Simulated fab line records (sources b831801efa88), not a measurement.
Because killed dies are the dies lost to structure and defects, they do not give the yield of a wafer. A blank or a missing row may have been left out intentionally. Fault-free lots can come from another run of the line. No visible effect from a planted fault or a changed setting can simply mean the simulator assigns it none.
Code-filled problem report in 8D (eight disciplines) form	flow gf180mcu	the parts of the form that need people (team, actions taken, sign-off) are left out

## 1. THE PROBLEM
Mean LVPWELL_RS at GF_VT_IMPLANT_RS_MEAS_48: 1216 ohm/sq over 2 wafers in 2 lots; fault-free wafers: 1196 ohm/sq, standard deviation 3.6. That is +5.6 standard deviations from the usual mean.
The step: measures by four-point-probe.
The first sign was on wafer L445.3 at day 11 15:57, on film metro-04. The record has a number at this step for 42 wafers belonging to 14 lots. Rule for "out" (also "out of limits"): further than 4 standard deviations from the usual mean. The other wafers with a number count as sound.

## 2. WHAT IT IS, AND WHAT IT ISN'T
question	is	is not
which readings at this step	LVPWELL_RS	-
which lots	L445, L446	L430, L431, L432, L433, L434, L435, L436, L437, L438, L439, L451, L453
which wafers of those lots	L445.3, L446.1	L445.2, L445.5, L446.2, L446.5
read on which gauges	film metro-04	film metro-01, film metro-03
when	from day 11 15:57	up to then (32 sound wafers); but 8 sound wafers of L446, L451, L453 came after

## 3. WHAT RULES OUT EACH SUSPECT
Counting: a tool at a process step up to the reading stays a suspect if it ran every lot that is out. Sound lots after the first of them don't rule it out here, since some wafers of a struck lot are sound.
- the gauge at GF_VT_IMPLANT_RS_MEAS_48: kept. All the wafers that are out were read on film metro-04, and no step on other tools shows them out.
- implanter-02 at GF_LVPWELL_IMPLANT_08: kept. Ran every lot that is out, first one L445 (day 7 08:00); last sound lot up to then L436 (day 5 05:25).
Left after counting: implanter-02 at GF_LVPWELL_IMPLANT_08, film metro-04 at GF_VT_IMPLANT_RS_MEAS_48.

## 4. THE CAUSE (what the simulator had put in)
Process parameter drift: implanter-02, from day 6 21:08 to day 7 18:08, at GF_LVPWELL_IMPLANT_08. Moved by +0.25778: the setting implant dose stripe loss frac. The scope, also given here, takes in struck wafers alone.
Counting left 2 suspects, and this tool is among them.

## 5. THE EFFECT CHAIN, in route order
Each row: a reading where the mean over the struck wafers with a number is more than 3 standard deviations away from the usual. Only readings for which the record gives a usual standard deviation are gone through. hours: the time from each lot's start at the first step in this table that gives one to its start at this step, as a median over the lots. sigmas: the change in usual standard deviations.
hours	step	reading	usual	on struck wafers	change	sigmas
0	GF_VT_IMPLANT_RS_MEAS_48	LVPWELL_RS	1196 ohm/sq	1216	+20	+5.6
Later measuring or inspecting steps at which every struck wafer that the step has a row for has a number for every such reading, and none has moved that far: GF_DUAL_GATE_OVL_MEAS_11.

## 6. HOW IT WOULD HAVE BEEN CAUGHT EARLIER
Counted from the fault's start at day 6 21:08, it took 115 hours until the first out-of-limits reading at a measuring or inspecting step in this record, taken at day 11 15:57.
Lots out: 2; all had begun GF_LVPWELL_IMPLANT_08 on implanter-02 by day 11 15:57. None of them would have been spared by holding the tool at that moment.
